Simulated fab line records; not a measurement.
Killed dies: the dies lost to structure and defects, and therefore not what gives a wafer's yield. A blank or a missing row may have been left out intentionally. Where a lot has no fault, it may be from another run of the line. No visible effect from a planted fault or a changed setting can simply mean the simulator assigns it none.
fab line records -- flow sky130
record: lots: 6, wafers: 18, last-day: 51
route steps=708 shown NWELL@82 PWDE@84 VT_ADJUST_HVTP@85 VT_ADJUST_LVTN@97 PAD_OPEN@708
lots with no fault: from the same line, run without faults
start-h: hours from the record's first day to the start of the lot's first wafer shown -- wait-h: hours elapsed since this lot's preceding step -- " unchanged from the row above -- L1.1+2: one row covering several wafers at once -- - value missing, or start not given -- * or withheld: withheld -- < > ~ a bound
route shown NAME@n: names a module that has steps shown in the file, with the first one's number in the route -- usual: average and standard deviation across the fault-free wafers -- same: alike in all rows -- chamber/n: place in a boat -- sites: readings site by site -- _std_site: the values' standard deviation -- _edge_site: the outer-site mean with the inner-site mean subtracted -- radius-mm: how far each site lies from the wafer's centre -- mask NAME#n: copy n -- behind: the tool/chamber that last shaped the wafer -- hold: why the lot went on hold/how many hours it stayed there/how the hold came to an end -- device: transistor that didn't switch, given as n, p or np -- end of line: at the end of the route, the tests of the same wafers -- a step with no rows: only its recipe -- killed: not the wafer's yield, but the dies lost to structure and defects at the first sort -- map: dies across one wafer; x = killed, . = not, _ = none there
set.NAME: the run value of the setting; set.NAME@STEP: its run value at that earlier step -- model.NAME: the simulator's own value behind a step, which no gauge read
lots seen at some steps along the route; tables by step, rows by wafer
services: the hour from which a tool's chamber was out of use, counted from the record's first day as start-h (under 0 if before that day), plus the number of hours and why
== steps ==
step: SKY_NWELL_RS_MEAS_29
recipe: thk-meas-gauge: four-point-probe
usual: NWELL_RS: 624.8/1.5
lot.wafer,tool,chamber,start-h,wait-h,NWELL_RS[ohm/sq]
L801.1,film-metro-04,-,131.73,0.1,625.6
L801.2,film-metro-04,-,131.73,0.1,623.4
L801.3,film-metro-04,-,131.73,0.1,625.2
L804.2,film-metro-04,-,147.06,0.1,626.4
L804.4,film-metro-04,-,147.06,0.1,625.4
L804.5,film-metro-04,-,147.06,0.1,626.7
L809.4,film-metro-04,-,182.80,0.1,622.8
L809.5,film-metro-04,-,182.80,0.1,623.8
L809.6,film-metro-04,-,182.80,0.1,621.1
L811.1,film-metro-01,-,195.19,0.1,622.6
L811.2,film-metro-01,-,195.19,0.1,621.8
L811.5,film-metro-01,-,195.19,0.1,621.4
L814.1,film-metro-01,-,208.23,0.1,625.7
L814.2,film-metro-01,-,208.23,0.1,627.2
L814.3,film-metro-01,-,208.23,0.1,625.2
L820.3,film-metro-03,-,243.97,0.1,626.4
L820.4,film-metro-03,-,243.97,0.1,626.6
L820.5,film-metro-03,-,243.97,0.1,625.1
step: SKY_NWELL_RS_MEAS_31
recipe: thk-meas-gauge: four-point-probe
usual: PWDE_RS: 5273/18
lot.wafer,tool,chamber,start-h,wait-h,PWDE_RS[ohm/sq]
L801.1,film-metro-04,-,131.97,0.1,5245
L801.2,film-metro-04,-,131.97,0.1,5264
L801.3,film-metro-04,-,131.97,0.1,5250
L804.2,film-metro-04,-,147.30,0.1,5301
L804.4,film-metro-04,-,147.30,0.1,5274
L804.5,film-metro-04,-,147.30,0.1,5296
L809.4,film-metro-04,-,183.04,0.1,5249
L809.5,film-metro-04,-,183.04,0.1,5254
L809.6,film-metro-04,-,183.04,0.1,5279
L811.1,film-metro-01,-,195.43,0.1,5281
L811.2,film-metro-01,-,195.43,0.1,5281
L811.5,film-metro-01,-,195.43,0.1,5284
L814.1,film-metro-01,-,208.47,0.1,5282
L814.2,film-metro-01,-,208.47,0.1,5287
L814.3,film-metro-01,-,208.47,0.1,5278
L820.3,film-metro-03,-,244.21,0.1,5283
L820.4,film-metro-03,-,244.21,0.1,5295
L820.5,film-metro-03,-,244.21,0.1,5289
step: SKY_VT_ADJUST_HVTP_DEHYDRATE_00
recipe: temp-c: 200, time-s: 60
step: SKY_VT_ADJUST_HVTP_HMDS_01
recipe: prime-time-s: 60, prime-temp-c: 120
step: SKY_VT_ADJUST_HVTP_COAT_02
recipe: resist: NOVOLAK, spin-rpm: 3000, resist-thk-nm: 1140
step: SKY_VT_ADJUST_HVTP_SOFTBAKE_03
recipe: temp-c: 90, time-s: 60, resist: NOVOLAK
step: SKY_VT_ADJUST_HVTP_EXPOSE_04
recipe: mask-id: HVTPM, na: 0.6, source-shape: conventional, sigma-outer: 0.6, polarization: unpolarized, target-cd-nm: 380, dose-mj: 140
step: SKY_VT_ADJUST_HVTP_PEB_05
recipe: temp-c: withheld, time-s: *, resist: NOVOLAK
step: SKY_VT_ADJUST_HVTP_DEVELOP_06
recipe: resist: NOVOLAK, developer: TMAH, develop-time-s: 60, dev-temp-c: 23
step: SKY_VT_ADJUST_HVTP_CD_MEAS_07
recipe: target-cd-nm: 380
usual: cd-nm: 379.8/2.8
lot.wafer,tool,chamber,start-h,wait-h,cd-nm
L801.1,cd-sem-01,-,151.68,0.1,377.9
L801.2,cd-sem-01,-,151.68,0.1,381.5
L801.3,cd-sem-01,-,151.68,0.1,378.4
L804.2,cd-sem-01,-,166.91,0.1,386.9
L804.4,cd-sem-01,-,166.91,0.1,386.3
L804.5,cd-sem-01,-,166.91,0.1,386.6
L809.4,cd-sem-01,-,203.34,0.1,379.1
L809.5,cd-sem-01,-,203.34,0.1,380.9
L809.6,cd-sem-01,-,203.34,0.1,380.4
L811.1,cd-sem-01,-,216.14,0.1,378.3
L811.2,cd-sem-01,-,216.14,0.1,377.1
L811.5,cd-sem-01,-,216.14,0.1,379.6
L814.1,cd-sem-02,-,230.93,0.1,384.0
L814.2,cd-sem-02,-,230.93,0.1,385.1
L814.3,cd-sem-02,-,230.93,0.1,382.6
L820.3,cd-sem-02,-,267.37,0.1,378.8
L820.4,cd-sem-02,-,267.37,0.1,378.3
L820.5,cd-sem-02,-,267.37,0.1,378.2
step: SKY_VT_ADJUST_HVTP_OVL_MEAS_08
usual: VT_ADJUST_HVTP_OVL: 0.5/1.2
lot.wafer,tool,chamber,start-h,wait-h,VT_ADJUST_HVTP_OVL[nm]
L801.1,overlay-01,-,151.80,0.1,-0.5
L801.2,overlay-01,-,151.80,0.1,-1.0
L801.3,overlay-01,-,151.80,0.1,-0.1
L804.2,overlay-01,-,167.01,0.1,1.3
L804.4,overlay-01,-,167.01,0.1,-0.2
L804.5,overlay-01,-,167.01,0.1,-0.7
L809.4,overlay-02,-,203.42,0.1,0.0
L809.5,overlay-02,-,203.42,0.1,0.2
L809.6,overlay-02,-,203.42,0.1,0.4
L811.1,overlay-01,-,216.26,0.1,1.9
L811.2,overlay-01,-,216.26,0.1,0.0
L811.5,overlay-01,-,216.26,0.1,-1.9
L814.1,overlay-01,-,231.05,0.1,-0.2
L814.2,overlay-01,-,231.05,0.1,-0.5
L814.3,overlay-01,-,231.05,0.1,0.3
L820.3,overlay-02,-,267.46,0.1,-0.5
L820.4,overlay-02,-,267.46,0.1,1.3
L820.5,overlay-02,-,267.46,0.1,-0.6
step: SKY_VT_ADJUST_HVTP_IMPLANT_09
recipe: species: As, energy-kev: 150, dose-cm2: 4.3e+12, tilt-deg: withheld
lot.wafer,tool,chamber,start-h,wait-h
L801.1+2+3,implanter-04,0,151.84,0.0
L804.2+4+5,implanter-04,0,167.07,0.0
L809.4+5+6,implanter-03,0,203.51,0.1
L809.4+5+6,implanter-03,0,203.83,0.3
L811.1+2+5,implanter-01,0,216.29,0.0
L814.1+2+3,implanter-03,0,231.09,0.0
L814.1+2+3,implanter-03,0,231.40,0.3
L820.3+4+5,implanter-04,0,267.54,0.1
step: SKY_VT_ADJUST_HVTP_STRIP_10
recipe: chemistry: O2/N2, power-w: 1400, pressure-mtorr: 1500, platen-temp-c: withheld, o2-flow-sccm: 3000, n2-flow-sccm: 300, overash-fraction: 0.5
usual: drypump-motor-current-A: 5.5/0.4, n2-flow-sccm: 299.9/0.82, oes-product-au: 0.716/0.0045, strip-time-to-endpoint-s: 14.18/0.043
lot.wafer,tool,chamber,start-h,wait-h,drypump-motor-current-A,n2-flow-sccm,oes-product-au,rf-hours-counter-h,strip-time-to-endpoint-s
L801.1,plasma-asher-01,1,151.99,0.1,5.9,300.7,0.725,3,14.15
L801.2,plasma-asher-01,0,151.99,0.1,4.8,300.4,0.720,3,14.14
L801.3,plasma-asher-01,1,151.99,0.1,6.0,300.4,0.714,-,14.15
L804.2,plasma-asher-02,1,167.19,0.1,5.3,299.6,0.719,46,14.18
L804.4,plasma-asher-02,0,167.19,0.1,5.6,299.7,0.710,-,14.18
L804.5,plasma-asher-02,0,167.19,0.1,5.6,299.6,0.721,-,14.22
L809.4,plasma-asher-02,0,203.94,0.1,5.6,301.0,0.713,-,14.18
L809.5,plasma-asher-02,0,203.94,0.1,5.6,300.1,0.713,-,14.20
L809.6,plasma-asher-02,1,203.94,0.1,5.3,299.8,0.711,-,14.16
L811.1,plasma-asher-01,0,216.44,0.1,4.7,300.0,0.718,10,14.20
L811.2,plasma-asher-01,1,216.44,0.1,5.9,299.4,0.721,10,14.13
L811.5,plasma-asher-01,1,216.44,0.1,5.9,300.4,0.713,-,14.15
L814.1,plasma-asher-03,0,231.55,0.1,5.9,299.8,0.712,42,14.17
L814.2,plasma-asher-03,1,231.55,0.1,5.5,299.2,0.715,42,14.16
L814.3,plasma-asher-03,0,231.55,0.1,5.9,300.9,0.720,-,14.11
L820.3,plasma-asher-01,1,267.67,0.1,6.0,299.3,0.714,-,14.24
L820.4,plasma-asher-01,0,267.67,0.1,4.7,299.7,0.715,-,14.27
L820.5,plasma-asher-01,0,267.67,0.1,4.7,299.1,0.718,-,14.22
step: SKY_VT_ADJUST_HVTP_TW_MEAS_11
usual: VT_ADJUST_HVTP_TW: 1348/16
lot.wafer,tool,chamber,start-h,wait-h,VT_ADJUST_HVTP_TW
L801.1,film-metro-04,-,152.09,0.1,1370
L801.2,film-metro-04,-,152.09,0.1,1366
L801.3,film-metro-04,-,152.09,0.1,1363
L804.2,film-metro-03,-,167.30,0.1,1345
L804.4,film-metro-03,-,167.30,0.1,1338
L804.5,film-metro-03,-,167.30,0.1,1334
L809.4,film-metro-03,-,204.03,0.1,1670
L809.5,film-metro-03,-,204.03,0.1,1657
L809.6,film-metro-03,-,204.03,0.1,1661
L811.1,film-metro-02,-,216.54,0.1,1368
L811.2,film-metro-02,-,216.54,0.1,1366
L811.5,film-metro-02,-,216.54,0.1,1367
L814.1,film-metro-03,-,231.65,0.1,1677
L814.2,film-metro-03,-,231.65,0.1,1681
L814.3,film-metro-03,-,231.65,0.1,1679
L820.3,film-metro-02,-,267.76,0.1,1357
L820.4,film-metro-02,-,267.76,0.1,1353
L820.5,film-metro-02,-,267.76,0.1,1363
step: SKY_VT_ADJUST_LVTN_DEHYDRATE_00
recipe: temp-c: 200, time-s: 60
step: SKY_PAD_OPEN_PROBE_99
usual: killed_at_M0_to_M3: 42/7.3, killed_at_M4_up: 3.4/2, killed-at-contacts: 24/5.6, killed-at-front-end: 16/4.5, killed-at-other: 0.2/0.51, killed-dies: 86/9.8, killed-open: 46/7, killed-short: 40/6.7
same: gross-dies: 492, killed-at-back-side: 0
lot.wafer,tool,chamber,start-h,wait-h,killed_at_M0_to_M3,killed_at_M4_up,killed-at-contacts,killed-at-front-end,killed-at-other,killed-dies,killed-open,killed-short,model.etest.tip-p.rs-ohm-sq,model.etest.pfet_01v8.r-on-ohm-um,model.etest.pfet_01v8.drive-ua-um,model.etest.pfet_01v8_mvt.drive-ua-um,model.etest.tip-p.rs-ohm-sq-range,model.etest.pfet_01v8_hvt.drive-ua-um,model.etest.sram-pfet-latch.drive-ua-um,model.etest.ring_1v8.delay-ps
L801.1,prober-01,-,1102.95,0.1,40,5,24,14,0,83,52,31,6940,2979,184.4,146.5,153.9,138.3,138.9,21.79
L801.2,prober-01,-,1103.00,0.1,33,2,15,14,0,64,34,30,6945,2939,186.6,146.2,188.4,139.9,143.5,21.5
L801.3,prober-01,-,1103.05,0.2,49,4,25,16,0,94,61,33,6993,2984,186.7,145.2,209.1,138.1,139.1,21.72
L804.2,prober-01,-,1104.50,0.1,47,3,22,14,0,86,46,40,6902,2941,188,147.9,235.1,142.4,136.6,21.64
L804.4,prober-01,-,1104.60,0.2,42,3,26,23,0,94,49,45,6934,2975,189.8,149,161.3,139.2,146.8,21.54
L804.5,prober-01,-,1104.65,0.2,61,5,17,17,0,100,55,45,6874,2912,190.7,149.2,203.9,142.3,143.6,21.1
L809.4,prober-02,-,1210.16,0.2,38,3,37,14,0,92,56,36,9083,3754,120.9,87.42,250.1,94.2,95.59,28.91
L809.5,prober-02,-,1210.21,0.2,41,3,28,12,0,84,43,41,9204,3702,122.3,89.31,297.3,96.15,96.82,28
L809.6,prober-02,-,1210.26,0.2,41,5,30,19,1,96,50,46,9176,3722,121.5,87.8,208.1,94.52,96.67,28.43
L811.1,prober-01,-,1211.51,0.1,44,2,28,21,1,96,58,38,6787,3002,185.4,147.8,151,137.7,132.4,21.63
L811.2,prober-01,-,1211.56,0.1,33,1,25,13,0,72,45,27,6887,3006,181.8,146.2,114.5,136.2,142.1,22.22
L811.5,prober-01,-,1211.71,0.2,41,6,23,16,0,86,55,31,6857,3007,182.4,144.5,193.4,134.3,132.8,22.28
L814.1,prober-01,-,1213.86,0.1,43,4,21,9,0,77,46,31,9339,3771,120,86.68,238.6,94.26,90,29.46
L814.2,prober-01,-,1213.91,0.1,34,2,30,15,0,81,50,31,9318,3814,116.8,86.16,253,92.07,90.12,30.12
L814.3,prober-01,-,1213.96,0.2,46,4,29,18,0,97,49,48,9353,3581,127.5,90.52,228.4,101,99.68,27.01
L820.3,prober-02,-,1218.38,0.2,42,0,28,22,0,92,55,37,6892,2925,189.6,148.8,187.4,138.9,139.1,21.49
L820.4,prober-02,-,1218.43,0.2,43,8,21,14,0,86,51,35,6827,2855,194.2,153.4,152,145.8,144.7,21
L820.5,prober-02,-,1218.48,0.2,43,1,32,13,2,91,41,50,6811,2911,192.3,150.2,160.2,141.5,140.3,20.97
killed by level:class
L801.1 VIA3:geometric-particle:open=9 LI_CONTACT:geometric-particle:open=8 CONTACT:geometric-particle:open=8 VIA1:geometric-particle:open=8 VIA2:geometric-particle:open=8 POLY_GATE:geometric-particle:open=5 CONTACT:geometric-particle:short=5 METAL1:geometric-particle:short=4
L801.2 VIA1:geometric-particle:open=7 METAL2:geometric-particle:short=6 CONTACT:geometric-particle:open=5 METAL1:geometric-particle:short=5 POLY_GATE:geometric-particle:open=4 LI_CONTACT:geometric-particle:short=4 FIELD_ISO:geometric-particle:open=3 FIELD_ISO:geometric-particle:short=3
L801.3 VIA1:geometric-particle:open=14 VIA2:geometric-particle:open=12 LI_CONTACT:geometric-particle:open=10 CONTACT:geometric-particle:open=8 FIELD_ISO:geometric-particle:short=6 FIELD_ISO:geometric-particle:open=5 VIA3:geometric-particle:open=5 VIA2:geometric-particle:short=5
L804.2 VIA1:geometric-particle:open=18 LOCAL_INTERCONNECT:geometric-particle:short=7 CONTACT:geometric-particle:open=7 POLY_GATE:geometric-particle:open=6 VIA1:geometric-particle:short=6 VIA3:geometric-particle:short=6 METAL1:geometric-particle:short=5 VIA2:geometric-particle:open=4
L804.4 CONTACT:geometric-particle:open=10 VIA3:geometric-particle:open=10 VIA2:geometric-particle:open=7 FIELD_ISO:geometric-particle:open=6 POLY_GATE:geometric-particle:short=6 METAL2:geometric-particle:short=6 VIA2:geometric-particle:short=5 LI_CONTACT:geometric-particle:open=5
L804.5 VIA3:geometric-particle:open=17 VIA1:geometric-particle:open=11 CONTACT:geometric-particle:open=6 METAL1:geometric-particle:short=6 VIA1:geometric-particle:short=6 POLY_GATE:geometric-particle:short=5 VIA2:geometric-particle:short=5 FIELD_ISO:geometric-particle:open=4
L809.4 CONTACT:geometric-particle:open=16 LI_CONTACT:geometric-particle:open=12 VIA1:geometric-particle:open=11 METAL1:geometric-particle:short=6 POLY_GATE:geometric-particle:open=4 CONTACT:geometric-particle:short=4 METAL2:geometric-particle:short=4 VIA2:geometric-particle:open=4
L809.5 LOCAL_INTERCONNECT:geometric-particle:short=7 LI_CONTACT:geometric-particle:open=7 CONTACT:geometric-particle:open=7 METAL1:geometric-particle:short=7 VIA1:geometric-particle:open=6 VIA2:geometric-particle:open=6 LI_CONTACT:geometric-particle:short=5 VIA3:geometric-particle:open=5
L809.6 CONTACT:geometric-particle:open=10 METAL2:geometric-particle:short=9 FIELD_ISO:geometric-particle:open=8 CONTACT:geometric-particle:short=8 LI_CONTACT:geometric-particle:open=7 VIA2:geometric-particle:open=6 VIA1:geometric-particle:open=6 VIA3:geometric-particle:open=5
L811.1 CONTACT:geometric-particle:open=17 POLY_GATE:geometric-particle:open=10 METAL2:geometric-particle:short=7 VIA3:geometric-particle:open=7 VIA1:geometric-particle:open=6 VIA2:geometric-particle:open=6 LI_CONTACT:geometric-particle:open=5 VIA1:geometric-particle:short=4
L811.2 CONTACT:geometric-particle:open=10 VIA1:geometric-particle:open=9 VIA2:geometric-particle:open=8 LOCAL_INTERCONNECT:geometric-particle:short=6 VIA3:geometric-particle:open=5 FIELD_ISO:geometric-particle:open=4 LI_CONTACT:geometric-particle:open=4 VIA1:geometric-particle:short=3
L811.5 VIA1:geometric-particle:open=11 LI_CONTACT:geometric-particle:open=8 VIA3:geometric-particle:open=8 CONTACT:geometric-particle:open=7 SPACER:geometric-particle:open=6 CONTACT:geometric-particle:short=4 METAL1:geometric-particle:short=4 METAL4:geometric-particle:short=4
L814.1 VIA2:geometric-particle:open=11 VIA1:geometric-particle:open=10 CONTACT:geometric-particle:open=9 FIELD_ISO:geometric-particle:short=4 VIA3:geometric-particle:open=4 METAL1:geometric-particle:short=4 LI_CONTACT:geometric-particle:short=3 LI_CONTACT:geometric-particle:open=3
L814.2 CONTACT:geometric-particle:open=12 POLY_GATE:geometric-particle:open=7 LI_CONTACT:geometric-particle:open=7 METAL2:geometric-particle:short=7 VIA2:geometric-particle:open=7 CONTACT:geometric-particle:short=5 VIA1:geometric-particle:open=5 METAL1:geometric-particle:short=4
L814.3 LI_CONTACT:geometric-particle:open=10 METAL2:geometric-particle:short=9 CONTACT:geometric-particle:open=9 VIA1:geometric-particle:open=7 POLY_GATE:geometric-particle:short=6 METAL1:geometric-particle:short=6 LOCAL_INTERCONNECT:geometric-particle:short=5 VIA3:geometric-particle:open=5
L820.3 VIA3:geometric-particle:open=9 VIA1:geometric-particle:open=9 LI_CONTACT:geometric-particle:open=8 CONTACT:geometric-particle:open=8 VIA1:geometric-particle:short=8 POLY_GATE:geometric-particle:open=7 METAL2:geometric-particle:short=6 POLY_GATE:geometric-particle:short=5
L820.4 VIA1:geometric-particle:open=10 FIELD_ISO:geometric-particle:open=7 LI_CONTACT:geometric-particle:open=7 VIA3:geometric-particle:open=7 VIA2:geometric-particle:open=6 LOCAL_INTERCONNECT:geometric-particle:short=5 METAL4:geometric-particle:short=5 METAL1:geometric-particle:short=4
L820.5 LI_CONTACT:geometric-particle:open=8 VIA1:geometric-particle:short=7 LOCAL_INTERCONNECT:geometric-particle:short=7 CONTACT:geometric-particle:open=7 CONTACT:geometric-particle:short=7 VIA1:geometric-particle:open=7 METAL1:geometric-particle:short=5 POLY_GATE:geometric-particle:open=4
== services ==
tool,chamber,start-h,hours,kind
implanter-03,-,133.79,2.7,repair
implanter-01,-,150.38,5.6,pm
implanter-04,-,187.24,8.6,repair
plasma-asher-02,-,188.66,0.8,repair
implanter-04,-,197.06,4.2,pm
implanter-04,-,232.80,1.5,repair
implanter-01,-,245.29,1.1,repair
implanter-03,-,246.34,3.7,pm
plasma-asher-03,-,256.09,0.7,repair
== key ==
first-sign: step: SKY_VT_ADJUST_HVTP_IMPLANT_09, reading: visit, direction: added
effect: step: SKY_VT_ADJUST_HVTP_TW_MEAS_11, reading: VT_ADJUST_HVTP_TW, direction: up, sigmas: 21, usual: 1348, struck: 1671
model-effect: step: SKY_PAD_OPEN_PROBE_99, value: etest.tip-p.rs-ohm-sq, without: 6809, struck: 9246
met-at SKY_VT_ADJUST_HVTP_IMPLANT_09
struck-wafers L809.4,L809.5,L809.6,L814.1,L814.2,L814.3
tester-left-out L809,L814
fault: kind: repeated-step-whole, tool: implanter-01,implanter-03,implanter-04, chamber: -, onset-h: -, steps: SKY_VT_ADJUST_HVTP_IMPLANT_09, times: 1, scope: struck-lots-only
tester-left-out: of these lots the tester's yield and bins aren't shown, on N5 and GAA mostly nor the transistor test; their killed dies are dies lost to structure and defects alone, not to doping, threshold or leakage, so they don't give the yield
